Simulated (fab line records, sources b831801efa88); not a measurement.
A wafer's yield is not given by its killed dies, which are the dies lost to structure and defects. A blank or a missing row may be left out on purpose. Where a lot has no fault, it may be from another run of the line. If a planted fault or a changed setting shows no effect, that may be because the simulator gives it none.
Matching of chambers / flow gf180mcu / GF_V5_CVD_02 on pecvd-02 has 3 sister chambers
The step deposits SiO2 from TEOS, target thk 1450 nm, time 163.28 s. 6 wafers are shown with their chamber, then 7 later ones without.

WAFERS WITH THEIR CHAMBER
wafer=L799.6; chamber=0; heater power w (W)=486
wafer=L801.1; chamber=1; heater power w (W)=691
wafer=L801.3; chamber=2; heater power w (W)=567
wafer=L801.6; chamber=0; heater power w (W)=621
wafer=L802.1; chamber=2; heater power w (W)=598
wafer=L802.2; chamber=1; heater power w (W)=661

WAFERS WHOSE CHAMBER IS MISSING
wafer=L802.3; heater power w (W)=544
wafer=L809.1; heater power w (W)=650
wafer=L809.2; heater power w (W)=663
wafer=L809.4; heater power w (W)=739
wafer=L814.1; heater power w (W)=708
wafer=L814.3; heater power w (W)=595
wafer=L814.6; heater power w (W)=610

CHAMBER TAKEN BY EACH
wafer=L802.3; from the rows above=can't be placed: 0 or 2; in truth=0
wafer=L809.1; from the rows above=can't be placed: 1 or 2 or 0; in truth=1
wafer=L809.2; from the rows above=can't be placed: 1 or 2 or 0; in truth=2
wafer=L809.4; from the rows above=can't be placed: 1 or 2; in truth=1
wafer=L814.1; from the rows above=can't be placed: 1 or 2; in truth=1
wafer=L814.3; from the rows above=can't be placed: 2 or 0 or 1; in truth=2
wafer=L814.6; from the rows above=can't be placed: 2 or 0 or 1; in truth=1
Correctly placed: 0 of 7. Unplaceable from these rows: 7, with the true chamber sitting among the candidates in 7. Placed wrongly: 0.
How it was worked out, from the rows above alone: a wafer's distance from a chamber is the root of the sum, over the readings, of the square of ((its reading less the chamber's mean) divided by the reading's scatter). If the next closest chamber is less than 2 further off than the closest, the wafer can't be placed; otherwise it belongs to the closest. For every chamber, the mean is computed from those of its wafers that are shown. The scatter: take each reading less its chamber's mean, square it, sum over the shown wafers, divide by the number of wafers less the number of chambers, and take the root.
